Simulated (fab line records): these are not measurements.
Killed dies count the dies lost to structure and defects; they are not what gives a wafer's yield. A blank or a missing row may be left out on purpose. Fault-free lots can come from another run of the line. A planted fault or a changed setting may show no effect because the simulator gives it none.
2 desks, one fault + flow gf180mcu + what lay behind the numbers comes last; until then each desk has only its own

AT THE TOOL OWNER'S DESK: cvd w-02
The tool's own readings at GF_V2_CVD_23 (deposits W, target thk 350 nm, time 104.94 s): means of the sampled wafers that have a number, for each lot that ran on this tool. Marked OUT: a lot whose mean sits more than 4 standard deviations from the usual mean, which makes it out of limits; the brackets give that distance.
Columns: A = chamber pressure Torr at GF_V2_CVD_23, usual 40.01 Torr; B = heater power outer w at GF_V2_CVD_23, usual 574 W; C = heater power w at GF_V2_CVD_23, usual 934 W; D = susceptor temp C at GF_V2_CVD_23, usual 400.03 C
| lot  | first seen here | A     | B   | C    | D                |
|------|-----------------|-------|-----|------|------------------|
| L532 | day 20 00:47    | 40.10 | 592 | 967  | 399.99           |
| L543 | day 25 06:02    | 40.04 | 676 | 1057 | 417.60 (+80) OUT |
| L545 | day 25 15:55    | 39.98 | 677 | 1057 | 417.50 (+79) OUT |
This desk finds L543, L545 out of limits, L543 being first, at day 25 06:02 (susceptor temp C at GF_V2_CVD_23). L532 stayed within limits.

THE METROLOGY DESK
What the gauges read for every lot (on any tool): the sampled wafers with a number, averaged. Marked OUT: a lot whose mean sits more than 4 standard deviations from the usual mean, which makes it out of limits; the brackets give that distance.
Columns: A = cd nm at GF_V2_CD_MEAS_14, usual 259.6 nm; B = V2_OVL at GF_V2_OVL_MEAS_15, usual 0 nm; C = V2_W_RS at GF_V2_RS_MEAS_24, usual 0.329 ohm/sq; D = V2_W_THK at GF_V2_THK_MEAS_25, usual 347 nm
| lot  | first seen here | A     | B   | C               | D             |
|------|-----------------|-------|-----|-----------------|---------------|
| L532 | day 19 23:52    | 257.3 | -3  | 0.327           | 349           |
| L537 | day 21 20:19    | 260.6 | -6  | 0.325           | 351           |
| L543 | day 25 05:08    | 258.4 | -5  | 0.239 (-25) OUT | 480 (+25) OUT |
| L545 | day 25 14:59    | 256.9 | -3  | 0.239 (-25) OUT | 481 (+25) OUT |
| L548 | day 25 21:31    | 259.8 | -10 | 0.334           | 336           |
| L554 | day 27 13:45    | 260.1 | -1  | 0.326           | 349           |
Per this desk, out of limits: L543, L545; the first was L543, day 25 06:10 (V2_W_RS at GF_V2_RS_MEAS_24). L532, L537, L548, L554 stayed within limits.

BROUGHT TOGETHER
At day 25 06:02, on L543, L545, the tool owner's desk was in a position to raise an alarm.
At day 25 06:10 the metrology desk could have sounded an alarm, on L543, L545.
GF_V2_CVD_23 was run on cvd w-02 by each of the lots named.

WHAT WAS PUT IN BY THE SIMULATOR
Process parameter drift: cvd w-02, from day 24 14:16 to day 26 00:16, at GF_V2_CVD_23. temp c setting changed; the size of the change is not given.
Lots struck among those shown: L543, L545.
Fault start to first reading out of limits, in hours, per desk: tool owner, 16; metrology, 16.
